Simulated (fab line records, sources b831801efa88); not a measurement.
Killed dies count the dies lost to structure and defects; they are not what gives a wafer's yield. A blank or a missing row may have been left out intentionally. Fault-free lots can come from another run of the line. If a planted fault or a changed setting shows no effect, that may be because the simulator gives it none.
A single fault, viewed from 2 desks || flow sky130 || numbers are kept per desk, each desk with only its own; the story behind them comes last

== DESK OF THE TOOL OWNER: rie metal-03 ==
The tool's own readings at SKY_METAL1_METAL_ETCH_19 (etches the open film in Cl2/BCl3, stops on SiO2, target depth 360 nm, time 78 s): means of the sampled wafers that have a number, for each lot that ran on this tool. Any lot whose mean is over 4 standard deviations away from the usual mean is out of limits and marked OUT; that distance is given in the brackets.
Columns: A = drypump motor current A at SKY_METAL1_METAL_ETCH_19, usual 5.9 A; B = he backside leak sccm at SKY_METAL1_METAL_ETCH_19, usual 3.40 sccm; C = oes product au at SKY_METAL1_METAL_ETCH_19, usual 0.855 a.u.; D = rf fwd power W at SKY_METAL1_METAL_ETCH_19, usual 893.4 W; E = throttle valve pct at SKY_METAL1_METAL_ETCH_19, usual 22.263 %
{"lot": "L699", "first seen here": "day 34 11:40", "A": 6.8, "B": 3.39, "C": 0.855, "D": 894.5, "E": 22.276}
{"lot": "L700", "first seen here": "day 34 23:01", "A": 6.8, "B": 3.32, "C": 0.853, "D": 892.7, "E": 22.268}
{"lot": "L705", "first seen here": "day 36 18:41", "A": 6.8, "B": 3.51, "C": 0.862, "D": 892.5, "E": 22.256}
{"lot": "L707", "first seen here": "day 37 03:34", "A": 6.8, "B": 3.34, "C": 0.857, "D": 893.5, "E": 22.269}
{"lot": "L717", "first seen here": "day 40 02:07", "A": 5.9, "B": 3.31, "C": 0.860, "D": 894.2, "E": 22.261}
This desk's finding: nothing out of limits on any of the 5 lots.

== AT THE METROLOGY DESK ==
What the gauges read, lot by lot, whatever tool the lot ran on: means of the sampled wafers that have a number. Any lot whose mean is over 4 standard deviations away from the usual mean is out of limits and marked OUT; that distance is given in the brackets.
Columns: A = CONTACT_CVD_00_THK at SKY_CONTACT_THK_MEAS_01, usual 74.8 nm; B = CONTACT_HDPCVD_THK at SKY_CONTACT_THK_MEAS_03, usual 562 nm; C = VIA1_BOW at SKY_VIA1_BOW_MEAS_03, usual 79 um
{"lot": "L694", "first seen here": "day 30 05:52", "A": 73.9, "B": 566, "C": 78}
{"lot": "L696", "first seen here": "day 31 04:44", "A": 74.5, "B": 562, "C": 71}
{"lot": "L699", "first seen here": "day 32 04:32", "A": 74.8, "B": 561, "C": 83}
{"lot": "L700", "first seen here": "day 32 15:11", "A": 74.7, "B": 556, "C": 80}
{"lot": "L705", "first seen here": "day 34 10:42", "A": 75.6, "B": 563, "C": 81}
{"lot": "L707", "first seen here": "day 34 20:55", "A": 75.4, "B": 565, "C": 78}
{"lot": "L710", "first seen here": "day 35 17:58", "A": 74.9, "B": 561, "C": 81}
{"lot": "L711", "first seen here": "day 36 08:19", "A": 75.7, "B": 563, "C": 90}
{"lot": "L715", "first seen here": "day 37 01:02", "A": 75.7, "B": 562, "C": 77}
{"lot": "L714", "first seen here": "day 37 11:29", "A": 76.2, "B": 555, "C": 83}
{"lot": "L717", "first seen here": "day 37 20:52", "A": 72.8, "B": 566, "C": 73}
This desk's finding: nothing out of limits on any of the 11 lots.

== ALL TOGETHER ==
The desk of the tool owner found nothing out of limits.
At the metrology desk, nothing out of limits was observed.

== WHAT THE SIMULATOR HAD PUT IN ==
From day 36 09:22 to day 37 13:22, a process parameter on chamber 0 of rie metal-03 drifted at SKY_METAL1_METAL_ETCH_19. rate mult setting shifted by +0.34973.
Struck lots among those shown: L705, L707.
